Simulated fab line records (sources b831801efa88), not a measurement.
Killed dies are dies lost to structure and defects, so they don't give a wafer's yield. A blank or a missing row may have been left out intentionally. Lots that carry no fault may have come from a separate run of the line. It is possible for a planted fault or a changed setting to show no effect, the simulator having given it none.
Which tool is to blame? ; flow gf180mcu ; route of 602 steps, sampled at 1 step: 6 lots, 18 wafers

WHAT THE GAUGES READ, wafer by wafer
GF_M2_CD_MEAS_14: target cd 280 nm.
lot;measured;on;cdNm (nm)
L558;day 19 08:52;cdSem-01;278.2 280.4 278.5
L562;day 21 05:11;cdSem-02;280.3 280.5 280.2
L564;day 22 07:03;cdSem-01;281.1 280.6 279.6
L566;day 22 14:49;cdSem-02;278.7 278.4 279.8
L570;day 24 01:02;cdSem-02;280.2 279.1 280.0
L579;day 26 22:42;cdSem-01;279.7 280.8 281.6

EACH LOT AND THE TOOL THAT RAN IT (in order: tool; ch and the chambers of the sampled wafers; start)
The record holds no process step before these readings.

THE ANSWER, worked out from the rows above alone
Rule: usual is defined by the lots themselves. Put in order of their means at a reading, lots are off if they are a third of the lots or fewer, leave a main group of 4 or more, and stand apart from it by a gap of 3 or more times the standard deviation of the main group's means; of several such gaps the widest counts. The tables above print the reading to a certain number of digits; a main group whose means all agree to those digits is not used. Also off: a lot with no number at a reading for which 4 or more lots have one. Any other lot the step has rows for is counted as sound.
Nothing can be told from this: no lot is off at any reading shown.

WHAT WAS PUT IN BY THE SIMULATOR
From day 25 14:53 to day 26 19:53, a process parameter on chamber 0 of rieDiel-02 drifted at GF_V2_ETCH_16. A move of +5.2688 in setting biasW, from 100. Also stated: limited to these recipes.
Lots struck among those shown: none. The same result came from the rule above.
